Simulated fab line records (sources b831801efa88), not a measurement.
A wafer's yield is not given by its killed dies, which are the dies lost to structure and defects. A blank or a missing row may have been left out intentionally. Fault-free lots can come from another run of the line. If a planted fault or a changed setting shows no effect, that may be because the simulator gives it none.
fab line records    flow sky130
record: lots: 24  wafers: 72  last_day: 50
route steps=708 shown CONTACT@429 METAL2@484 CAPM@539 METAL3@564 PAD_OPEN@707
lots that met no fault: taken from a fault-free run of the same line
start_h: start of the lot's first displayed wafer, in hours after the record's first day    wait_h: time in hours since the lot's previous step    " identical to the entry in the row above    L1.1+2: several wafers, shown together as one row    - value missing, or start not given    * or withheld: withheld    < > ~ a bound
route shown NAME@n: NAME is a module with steps in the file, n the number in the route of the first one    usual: average and standard deviation across the fault-free wafers    same: alike in all rows    chamber/n: place in a boat    sites: per-site readings    _std_site: standard deviation across them    _edge_site: the outer-site mean with the inner-site mean subtracted    radius_mm: for every site, how far away it sits from the centre of the wafer    mask NAME#n: copy n    behind: tool/chamber where the wafer was last shaped    hold: why the lot was held/for how many hours/how that ended    device: whichever transistor did not switch (one of n, p or np)    end of line: at the end of the route, the tests of the same wafers    where a step has no rows: the recipe by itself    killed: the dies lost at the first sort to structure and to defects; this is not the yield of the wafer    map: a wafer's dies, x killed, . not, _ none there
set.NAME: the setting the step ran with; set.NAME@STEP: the setting that earlier step ran with    model.NAME: the simulator's own value behind a step, which no gauge read
one table for each step of the route and one row for each wafer, over a sample of lots
services: from which hour (start_h, from the record's first day; less than 0 if before it) a tool's chamber was out of use, for how many hours, and why
== steps ==
step: SKY_CONTACT_SPUTTER_23
recipe: material: TiN  target_thk_nm: 20  chamber_pressure_pa: 5  power_w: 4000  time_s: 80
usual: throttle_valve_pct: 30.1/1.1
lot.wafer  tool            chamber  start_h  wait_h  throttle_valve_pct
L074.2     pvd_sputter-02  -        740.17   0.0     29.7
L074.3     "               -        "        "       29.8
L074.6     "               -        "        "       30.2
L075.1     pvd_sputter-03  -        745.13   0.0     28.9
L075.4     "               -        "        "       29.8
L075.6     "               -        "        "       28.7
L076.4     pvd_sputter-04  -        752.92   0.0     30.1
L076.5     "               -        "        "       32.1
L076.6     "               -        "        "       29.9
L077.1     pvd_sputter-02  -        758.93   0.0     29.8
L077.5     "               -        "        "       30.5
L077.6     "               -        "        "       30.4
L078.1     pvd_sputter-04  -        771.85   0.0     31.8
L078.4     "               -        "        "       28.7
L078.6     "               -        "        "       32.0
L080.2     pvd_sputter-04  -        785.53   0.0     32.4
L080.3     "               -        "        "       28.3
L080.6     "               -        "        "       31.7
L079.1     pvd_sputter-02  -        789.66   0.0     29.6
L079.2     "               -        "        "       30.2
L079.4     "               -        "        "       29.4
L081.1     pvd_sputter-04  -        799.86   0.0     32.3
L081.2     "               -        "        "       28.4
L081.3     "               -        "        "       29.8
L082.2     pvd_sputter-04  -        810.68   0.0     32.0
L082.3     "               -        "        "       30.0
L082.5     "               -        "        "       32.0
L083.1     pvd_sputter-03  -        819.93   0.0     30.4
L083.3     "               -        "        "       29.1
L083.5     "               -        "        "       30.1
L085.3     pvd_sputter-02  -        823.89   0.0     29.5
L085.4     "               -        "        "       29.7
L085.6     "               -        "        "       30.4
L084.1     pvd_sputter-04  -        823.99   0.0     30.2
L084.3     "               -        "        "       32.4
L084.6     "               -        "        "       31.7
L086.1     pvd_sputter-02  -        839.85   0.0     29.6
L086.4     "               -        "        "       29.8
L086.6     "               -        "        "       30.1
L087.3     pvd_sputter-03  -        848.21   0.0     28.8
L087.5     "               -        "        "       29.0
L087.6     "               -        "        "       30.2
L088.1     pvd_sputter-03  -        849.24   0.0     30.1
L088.5     "               -        "        "       29.0
L088.6     "               -        "        "       30.2
L089.1     pvd_sputter-03  -        858.17   0.0     30.6
L089.2     "               -        "        "       30.0
L089.4     "               -        "        "       29.0
L090.2     pvd_sputter-03  -        868.76   0.0     30.1
L090.3     "               -        "        "       28.7
L090.5     "               -        "        "       28.9
L091.2     pvd_sputter-03  -        869.71   0.0     30.4
L091.3     "               -        "        "       30.0
L091.6     "               -        "        "       29.9
L092.4     pvd_sputter-04  -        875.46   0.0     28.5
L092.5     "               -        "        "       30.1
L092.6     "               -        "        "       31.8
L093.3     pvd_sputter-02  -        887.07   0.0     30.4
L093.4     "               -        "        "       29.6
L093.6     "               -        "        "       30.5
L094.3     pvd_sputter-02  -        899.29   0.0     30.4
L094.4     "               -        "        "       29.5
L094.5     "               -        "        "       29.8
L095.3     pvd_sputter-04  -        902.09   0.0     31.9
L095.4     "               -        "        "       32.2
L095.6     "               -        "        "       31.8
L097.2     pvd_sputter-02  -        905.49   0.0     30.5
L097.3     "               -        "        "       29.7
L097.5     "               -        "        "       29.9
L096.2     pvd_sputter-04  -        909.04   0.0     32.2
L096.5     "               -        "        "       30.2
L096.6     "               -        "        "       31.9
step: SKY_METAL2_SPUTTER_01
recipe: material: TiN  target_thk_nm: 20  power_w: 6500  time_s: 16.7  chamber_pressure_pa: 0.4
usual: throttle_valve_pct: 29.7/1
lot.wafer  tool            chamber  start_h  wait_h  throttle_valve_pct
L074.2     pvd_sputter-01  -        797.75   0.0     29.0
L074.3     "               -        "        "       28.8
L074.6     "               -        "        "       28.2
L075.1     pvd_sputter-03  -        802.54   0.0     30.6
L075.4     "               -        "        "       30.1
L075.6     "               -        "        "       29.1
L076.4     pvd_sputter-01  -        810.90   0.0     29.0
L076.5     "               -        "        "       29.7
L076.6     "               -        "        "       28.6
L077.1     pvd_sputter-04  -        816.36   0.0     32.2
L077.5     "               -        "        "       28.6
L077.6     "               -        "        "       31.6
L078.1     pvd_sputter-03  -        829.16   0.0     29.9
L078.4     "               -        "        "       30.7
L078.6     "               -        "        "       28.5
L080.2     pvd_sputter-01  -        842.69   0.0     29.6
L080.3     "               -        "        "       29.0
L080.6     "               -        "        "       29.8
L079.1     pvd_sputter-01  -        846.79   0.0     29.0
L079.2     "               -        "        "       30.5
L079.4     "               -        "        "       29.0
L081.1     pvd_sputter-01  -        856.55   0.0     29.2
L081.2     "               -        "        "       29.7
L081.3     "               -        "        "       28.6
L082.2     pvd_sputter-03  -        866.50   0.0     28.8
L082.3     "               -        "        "       30.0
L082.5     "               -        "        "       28.7
L083.1     pvd_sputter-01  -        875.73   0.0     30.3
L083.3     "               -        "        "       29.5
L083.5     "               -        "        "       30.3
L085.3     pvd_sputter-04  -        879.16   0.0     30.2
L085.4     "               -        "        "       28.8
L085.6     "               -        "        "       32.1
L084.1     pvd_sputter-03  -        879.79   0.0     28.9
L084.3     "               -        "        "       30.4
L084.6     "               -        "        "       29.0
L086.1     pvd_sputter-01  -        895.49   0.0     28.8
L086.4     "               -        "        "       29.6
L086.6     "               -        "        "       30.5
L087.3     pvd_sputter-04  -        903.76   0.0     31.9
L087.5     "               -        "        "       31.8
L087.6     "               -        "        "       29.9
L088.1     pvd_sputter-01  -        905.21   0.0     30.3
L088.5     "               -        "        "       28.5
L088.6     "               -        "        "       29.1
L089.1     pvd_sputter-04  -        913.07   0.0     28.6
L089.2     "               -        "        "       32.0
L089.4     "               -        "        "       31.9
L090.2     pvd_sputter-03  -        923.43   0.0     28.6
L090.3     "               -        "        "       30.6
L090.5     "               -        "        "       28.9
L091.2     pvd_sputter-01  -        923.73   0.0     29.6
L091.3     "               -        "        "       28.6
L091.6     "               -        "        "       29.0
L092.4     pvd_sputter-01  -        930.20   0.0     29.0
L092.5     "               -        "        "       29.3
L092.6     "               -        "        "       28.8
L093.3     pvd_sputter-04  -        941.23   0.0     30.1
L093.4     "               -        "        "       28.7
L093.6     "               -        "        "       32.2
L094.3     pvd_sputter-01  -        953.62   0.0     28.6
L094.4     "               -        "        "       30.7
L094.5     "               -        "        "       30.5
L095.3     pvd_sputter-01  -        956.53   0.0     30.2
L095.4     "               -        "        "       28.9
L095.6     "               -        "        "       29.7
L097.2     pvd_sputter-01  -        958.85   0.0     29.7
L097.3     "               -        "        "       29.2
L097.5     "               -        "        "       29.8
L096.2     pvd_sputter-03  -        962.03   0.0     30.3
L096.5     "               -        "        "       30.0
L096.6     "               -        "        "       28.6
step: SKY_METAL2_STRIP_20
recipe: chemistry: O2/N2  power_w: 1400  pressure_mtorr: 1500  platen_temp_c: withheld  o2_flow_sccm: 3000  n2_flow_sccm: 300  overash_fraction: 0.5
usual: drypump_motor_current_A: 5.6/0.45  oes_product_au: 0.342/0.0046  strip_time_to_endpoint_s: 2.688/0.029
lot.wafer  tool             chamber  start_h  wait_h  drypump_motor_current_A  oes_product_au  rf_hours_counter_h  strip_time_to_endpoint_s
L074.2     plasma_asher-03  1        824.91   0.1     5.3                      0.342           47                  2.699
L074.3     "                1        "        "       5.3                      0.343           -                   2.701
L074.6     "                1        "        "       5.3                      0.346           -                   2.698
L075.1     plasma_asher-02  1        829.01   0.1     5.1                      0.346           104                 2.634
L075.4     "                0        "        "       5.3                      0.342           -                   2.687
L075.6     "                1        "        "       5.1                      0.339           -                   2.660
L076.4     plasma_asher-03  1        837.67   0.1     5.3                      0.344           -                   2.705
L076.5     "                0        "        "       5.6                      0.345           -                   2.739
L076.6     "                1        "        "       5.3                      0.340           -                   2.698
L077.1     plasma_asher-01  0        843.01   0.1     6.8                      0.343           75                  2.675
L077.5     "                1        "        "       5.8                      0.341           -                   2.681
L077.6     "                0        "        "       6.8                      0.340           -                   2.667
L078.1     plasma_asher-03  0        855.35   0.1     5.6                      0.347           50                  2.707
L078.4     "                1        "        "       5.3                      0.348           -                   2.651
L078.6     "                0        "        "       5.6                      0.340           -                   2.690
L080.2     plasma_asher-01  0        869.52   0.1     6.7                      0.343           78                  2.672
L080.3     "                0        "        "       6.8                      0.345           -                   2.679
L080.6     "                0        "        "       6.7                      0.342           -                   2.684
L079.1     plasma_asher-03  1        873.65   0.1     5.3                      0.348           51                  2.674
L079.2     "                0        "        "       5.6                      0.341           51                  2.672
L079.4     "                1        "        "       5.3                      0.349           -                   2.682
L081.1     plasma_asher-03  1        882.44   0.1     5.3                      0.342           52                  2.741
L081.2     "                0        "        "       5.6                      0.342           52                  2.721
L081.3     "                0        "        "       5.6                      0.342           -                   2.721
L082.2     plasma_asher-02  0        892.97   0.1     5.3                      0.347           110                 2.643
L082.3     "                0        "        "       5.3                      0.341           -                   2.653
L082.5     "                0        "        "       5.3                      0.345           -                   2.655
L083.1     plasma_asher-03  1        901.55   0.1     5.3                      0.347           54                  2.702
L083.3     "                0        "        "       5.6                      0.336           -                   2.664
L083.5     "                1        "        "       5.3                      0.343           -                   2.675
L085.3     plasma_asher-01  0        905.68   0.1     6.8                      0.337           -                   2.671
L085.4     "                1        "        "       5.8                      0.336           -                   2.727
L085.6     "                0        "        "       6.8                      0.350           -                   2.718
L084.1     plasma_asher-03  1        905.97   0.1     5.3                      0.347           55                  2.726
L084.3     "                0        "        "       5.6                      0.341           -                   2.722
L084.6     "                0        "        "       5.6                      0.336           -                   2.710
L086.1     plasma_asher-03  0        921.30   0.1     5.6                      0.339           56                  2.682
L086.4     "                1        "        "       5.3                      0.345           -                   2.700
L086.6     "                0        "        "       5.6                      0.343           -                   2.733
L087.3     plasma_asher-02  0        929.43   0.1     5.3                      0.345           -                   2.702
L087.5     "                0        "        "       5.3                      0.347           -                   2.711
L087.6     "                1        "        "       5.1                      0.346           -                   2.655
L088.1     plasma_asher-03  0        930.95   0.1     5.6                      0.342           57                  2.688
L088.5     "                0        "        "       5.6                      0.336           -                   2.698
L088.6     "                1        "        "       5.3                      0.348           -                   2.689
L089.1     plasma_asher-03  1        938.42   0.1     5.3                      0.345           58                  2.678
L089.2     "                0        "        "       5.6                      0.332           58                  2.707
L089.4     "                1        "        "       5.3                      0.340           -                   2.689
L090.2     plasma_asher-03  0        948.30   0.1     5.6                      0.350           59                  2.683
L090.3     "                1        "        "       5.3                      0.340           -                   2.647
L090.5     "                1        "        "       5.3                      0.332           -                   2.677
L091.2     plasma_asher-02  1        948.85   0.1     5.0                      0.337           115                 2.713
L091.3     "                1        "        "       5.1                      0.355           -                   2.733
L091.6     "                0        "        "       5.3                      0.340           -                   2.726
L092.4     plasma_asher-03  1        955.68   0.1     5.3                      0.347           -                   2.673
L092.5     "                0        "        "       5.6                      0.342           -                   2.655
L092.6     "                1        "        "       5.3                      0.342           -                   2.645
L093.3     plasma_asher-01  0        966.28   0.1     6.7                      0.347           -                   2.704
L093.4     "                1        "        "       5.8                      0.342           -                   2.739
L093.6     "                0        "        "       6.8                      0.344           -                   2.744
L094.3     plasma_asher-01  1        977.76   0.1     5.8                      0.341           -                   2.657
L094.4     "                0        "        "       6.8                      0.345           -                   2.651
L094.5     "                0        "        "       6.8                      0.343           -                   2.656
L095.3     plasma_asher-02  1        980.93   0.1     5.1                      0.341           -                   2.719
L095.4     "                0        "        "       5.3                      0.339           -                   2.733
L095.6     "                1        "        "       5.1                      0.334           -                   2.696
L097.2     plasma_asher-03  1        983.17   0.1     5.3                      0.338           62                  2.720
L097.3     "                1        "        "       5.3                      0.341           -                   2.697
L097.5     "                0        "        "       5.6                      0.339           -                   2.693
L096.2     plasma_asher-03  0        986.05   0.1     5.6                      0.341           63                  2.630
L096.5     "                1        "        "       5.3                      0.339           -                   2.627
L096.6     "                0        "        "       5.6                      0.328           -                   2.617
step: SKY_CAPM_SPUTTER_02
recipe: material: TiN  target_thk_nm: 200  temp_c: 300  power_w: 6500  time_s: 166.7  chamber_pressure_pa: 0.4
usual: throttle_valve_pct: 29.6/0.67
lot.wafer  tool            chamber  start_h  wait_h  throttle_valve_pct
L074.2     pvd_sputter-01  -        854.47   0.0     29.1
L074.3     "               -        "        "       28.8
L074.6     "               -        "        "       29.9
L075.1     pvd_sputter-03  -        858.07   0.1     30.4
L075.4     "               -        "        "       30.2
L075.6     "               -        "        "       30.3
L076.4     pvd_sputter-01  -        866.77   0.1     29.6
L076.5     "               -        "        "       28.9
L076.6     "               -        "        "       29.0
L077.1     pvd_sputter-03  -        871.67   0.1     30.4
L077.5     "               -        "        "       28.4
L077.6     "               -        "        "       30.5
L078.1     pvd_sputter-03  -        884.15   0.1     29.0
L078.4     "               -        "        "       28.7
L078.6     "               -        "        "       29.2
L080.2     pvd_sputter-03  -        898.13   0.0     30.0
L080.3     "               -        "        "       29.0
L080.6     "               -        "        "       28.5
L079.1     pvd_sputter-03  -        902.33   0.1     30.1
L079.2     "               -        "        "       30.4
L079.4     "               -        "        "       29.0
L081.1     pvd_sputter-01  -        910.94   0.1     29.8
L081.2     "               -        "        "       29.2
L081.3     "               -        "        "       30.6
L082.2     pvd_sputter-02  -        920.70   0.0     29.8
L082.3     "               -        "        "       30.3
L082.5     "               -        "        "       30.5
L083.1     pvd_sputter-03  -        929.82   0.1     28.8
L083.3     "               -        "        "       28.5
L083.5     "               -        "        "       30.3
L085.3     pvd_sputter-03  -        933.51   0.0     30.2
L085.4     "               -        "        "       29.0
L085.6     "               -        "        "       30.5
L084.1     pvd_sputter-02  -        934.12   0.1     30.3
L084.3     "               -        "        "       29.8
L084.6     "               -        "        "       29.6
L086.1     pvd_sputter-01  -        948.42   0.1     28.9
L086.4     "               -        "        "       30.3
L086.6     "               -        "        "       29.0
L087.3     pvd_sputter-02  -        957.70   0.0     30.3
L087.5     "               -        "        "       30.2
L087.6     "               -        "        "       30.2
L088.1     pvd_sputter-03  -        959.26   0.1     28.7
L088.5     "               -        "        "       30.1
L088.6     "               -        "        "       28.5
L089.1     pvd_sputter-03  -        965.77   0.1     30.0
L089.2     "               -        "        "       30.0
L089.4     "               -        "        "       30.6
L090.2     pvd_sputter-03  -        975.23   0.0     30.3
L090.3     "               -        "        "       29.9
L090.5     "               -        "        "       28.8
L091.2     pvd_sputter-01  -        975.30   0.0     29.7
L091.3     "               -        "        "       29.0
L091.6     "               -        "        "       30.2
L092.4     pvd_sputter-01  -        983.07   0.1     29.2
L092.5     "               -        "        "       28.8
L092.6     "               -        "        "       30.4
L093.3     pvd_sputter-03  -        992.96   0.0     30.5
L093.4     "               -        "        "       30.0
L093.6     "               -        "        "       28.7
L094.3     pvd_sputter-03  -        1003.96  0.0     28.7
L094.4     "               -        "        "       30.5
L094.5     "               -        "        "       30.1
L095.3     pvd_sputter-02  -        1007.62  0.0     30.4
L095.4     "               -        "        "       29.7
L095.6     "               -        "        "       30.2
L097.2     pvd_sputter-03  -        1009.43  0.0     28.7
L097.3     "               -        "        "       29.8
L097.5     "               -        "        "       29.0
L096.2     pvd_sputter-03  -        1011.68  0.0     28.5
L096.5     "               -        "        "       28.7
L096.6     "               -        "        "       29.1
step: SKY_METAL3_OVL_MEAS_14
usual: METAL3_OVL: 1/7
lot.wafer  tool        chamber  start_h  wait_h  METAL3_OVL[nm]
L074.2     overlay-02  -        907.13   0.1     1
L074.3     "           -        "        "       -3
L074.6     "           -        "        "       -7
L075.1     overlay-01  -        910.10   0.1     -6
L075.4     "           -        "        "       7
L075.6     "           -        "        "       0
L076.4     overlay-01  -        918.57   0.1     0
L076.5     "           -        "        "       6
L076.6     "           -        "        "       3
L077.1     overlay-01  -        923.23   0.1     -13
L077.5     "           -        "        "       -9
L077.6     "           -        "        "       -14
L078.1     overlay-01  -        934.98   0.1     1
L078.4     "           -        "        "       8
L078.6     "           -        "        "       -1
L080.2     overlay-02  -        949.01   0.1     6
L080.3     "           -        "        "       13
L080.6     "           -        "        "       6
L079.1     overlay-01  -        953.13   0.1     -14
L079.2     "           -        "        "       -16
L079.4     "           -        "        "       -11
L081.1     overlay-02  -        961.33   0.1     4
L081.2     "           -        "        "       -1
L081.3     "           -        "        "       1
L082.2     overlay-02  -        970.38   0.1     9
L082.3     "           -        "        "       0
L082.5     "           -        "        "       6
L083.1     overlay-02  -        979.75   0.1     15
L083.3     "           -        "        "       2
L083.5     "           -        "        "       1
L085.3     overlay-02  -        982.62   0.1     5
L085.4     "           -        "        "       9
L085.6     "           -        "        "       9
L084.1     overlay-01  -        983.98   0.1     6
L084.3     "           -        "        "       7
L084.6     "           -        "        "       6
L086.1     overlay-01  -        997.58   0.1     2
L086.4     "           -        "        "       2
L086.6     "           -        "        "       8
L087.3     overlay-02  -        1005.44  0.1     -2
L087.5     "           -        "        "       -3
L087.6     "           -        "        "       -13
L088.1     overlay-01  -        1007.10  0.1     10
L088.5     "           -        "        "       19
L088.6     "           -        "        "       13
L089.1     overlay-02  -        1014.23  0.1     -1
L089.2     "           -        "        "       2
L089.4     "           -        "        "       4
L090.2     overlay-01  -        1021.99  0.1     -6
L090.3     "           -        "        "       -5
L090.5     "           -        "        "       -7
L091.2     overlay-02  -        1022.66  0.1     -5
L091.3     "           -        "        "       -1
L091.6     "           -        "        "       -1
L092.4     overlay-02  -        1029.72  0.1     9
L092.5     "           -        "        "       12
L092.6     "           -        "        "       11
L093.3     overlay-01  -        1039.04  0.1     11
L093.4     "           -        "        "       10
L093.6     "           -        "        "       13
L094.3     overlay-02  -        1050.42  0.1     -8
L094.4     "           -        "        "       -5
L094.5     "           -        "        "       -7
L095.3     overlay-02  -        1053.02  0.1     0
L095.4     "           -        "        "       0
L095.6     "           -        "        "       3
L097.2     overlay-02  -        1055.64  0.1     2
L097.3     "           -        "        "       -3
L097.5     "           -        "        "       -9
L096.2     overlay-02  -        1057.26  0.1     -3
L096.5     "           -        "        "       5
L096.6     "           -        "        "       0
step: SKY_PAD_OPEN_BOW_MEAS_13
recipe: mode: bow
usual: PAD_OPEN_BOW: 45/9
lot.wafer  tool           chamber  start_h  wait_h  PAD_OPEN_BOW[um]
L074.2     film_metro-01  -        1079.76  -       43
L074.3     "              -        "        "       51
L074.6     "              -        "        "       42
L075.1     film_metro-04  -        1083.45  -       49
L075.4     "              -        "        "       48
L075.6     "              -        "        "       59
L076.4     film_metro-04  -        1088.52  -       54
L076.5     "              -        "        "       31
L076.6     "              -        "        "       41
L077.1     film_metro-02  -        1095.36  -       42
L077.5     "              -        "        "       51
L077.6     "              -        "        "       39
L078.1     film_metro-02  -        1104.94  -       34
L078.4     "              -        "        "       51
L078.6     "              -        "        "       42
L080.2     film_metro-01  -        1113.51  -       48
L080.3     "              -        "        "       53
L080.6     "              -        "        "       52
L079.1     film_metro-04  -        1117.95  -       53
L079.2     "              -        "        "       49
L079.4     "              -        "        "       38
L081.1     film_metro-04  -        1124.85  -       40
L081.2     "              -        "        "       45
L081.3     "              -        "        "       47
L082.2     film_metro-01  -        1130.43  -       68
L082.3     "              -        "        "       62
L082.5     "              -        "        "       57
L083.1     film_metro-01  -        1138.85  -       40
L083.3     "              -        "        "       46
L083.5     "              -        "        "       52
L085.3     film_metro-02  -        1142.99  -       58
L085.4     "              -        "        "       67
L085.6     "              -        "        "       56
L084.1     film_metro-01  -        1144.45  -       37
L084.3     "              -        "        "       22
L084.6     "              -        "        "       29
L086.1     film_metro-02  -        1155.10  -       32
L086.4     "              -        "        "       39
L086.6     "              -        "        "       31
L087.3     film_metro-01  -        1160.27  -       43
L087.5     "              -        "        "       55
L087.6     "              -        "        "       60
L088.1     film_metro-01  -        1163.41  -       45
L088.5     "              -        "        "       41
L088.6     "              -        "        "       36
L089.1     film_metro-02  -        1166.75  -       38
L089.2     "              -        "        "       38
L089.4     "              -        "        "       33
L090.2     film_metro-04  -        1172.73  -       40
L090.3     "              -        "        "       45
L090.5     "              -        "        "       36
L091.2     film_metro-04  -        1174.18  -       60
L091.3     "              -        "        "       35
L091.6     "              -        "        "       45
L092.4     film_metro-04  -        1179.42  -       48
L092.5     "              -        "        "       46
L092.6     "              -        "        "       45
L093.3     film_metro-04  -        1185.30  -       28
L093.4     "              -        "        "       41
L093.6     "              -        "        "       38
L094.3     film_metro-04  -        1195.55  -       34
L094.4     "              -        "        "       44
L094.5     "              -        "        "       65
L095.3     film_metro-04  -        1197.05  -       43
L095.4     "              -        "        "       35
L095.6     "              -        "        "       29
L097.2     film_metro-02  -        1198.08  -       35
L097.3     "              -        "        "       39
L097.5     "              -        "        "       40
L096.2     film_metro-04  -        1200.08  -       45
L096.5     "              -        "        "       37
L096.6     "              -        "        "       55
== services ==
tool             chamber  start_h  hours  kind
pvd_sputter-01   -        716.26   9.7    repair
plasma_asher-02  -        743.40   3.0    repair
pvd_sputter-01   -        749.28   1.8    repair
pvd_sputter-04   -        803.40   4.0    repair
plasma_asher-02  -        827.59   0.6    repair
pvd_sputter-02   -        844.33   19.4   repair
pvd_sputter-04   -        845.46   28.6   repair
pvd_sputter-01   2        849.00   -      consumable_replace:kit
pvd_sputter-01   -        850.76   3.4    repair
pvd_sputter-04   -        851.05   4.3    repair
pvd_sputter-03   -        853.92   0.7    repair
pvd_sputter-02   -        854.44   0.8    repair
plasma_asher-03  -        854.49   0.5    repair
plasma_asher-01  -        881.74   2.8    pm
pvd_sputter-03   -        905.86   16.3   repair
pvd_sputter-03   -        923.71   4.6    repair
pvd_sputter-03   -        944.22   2.4    repair
pvd_sputter-04   -        945.47   49.1   repair
pvd_sputter-03   0        958.13   -      consumable_replace:kit
pvd_sputter-03   0        958.13   18.0   scheduled_down
pvd_sputter-03   0        958.13   18.0   vent_cycle
pvd_sputter-04   -        965.70   6.0    repair
plasma_asher-02  -        982.51   10.2   repair
pvd_sputter-01   -        983.36   9.2    repair
== key ==
fault none
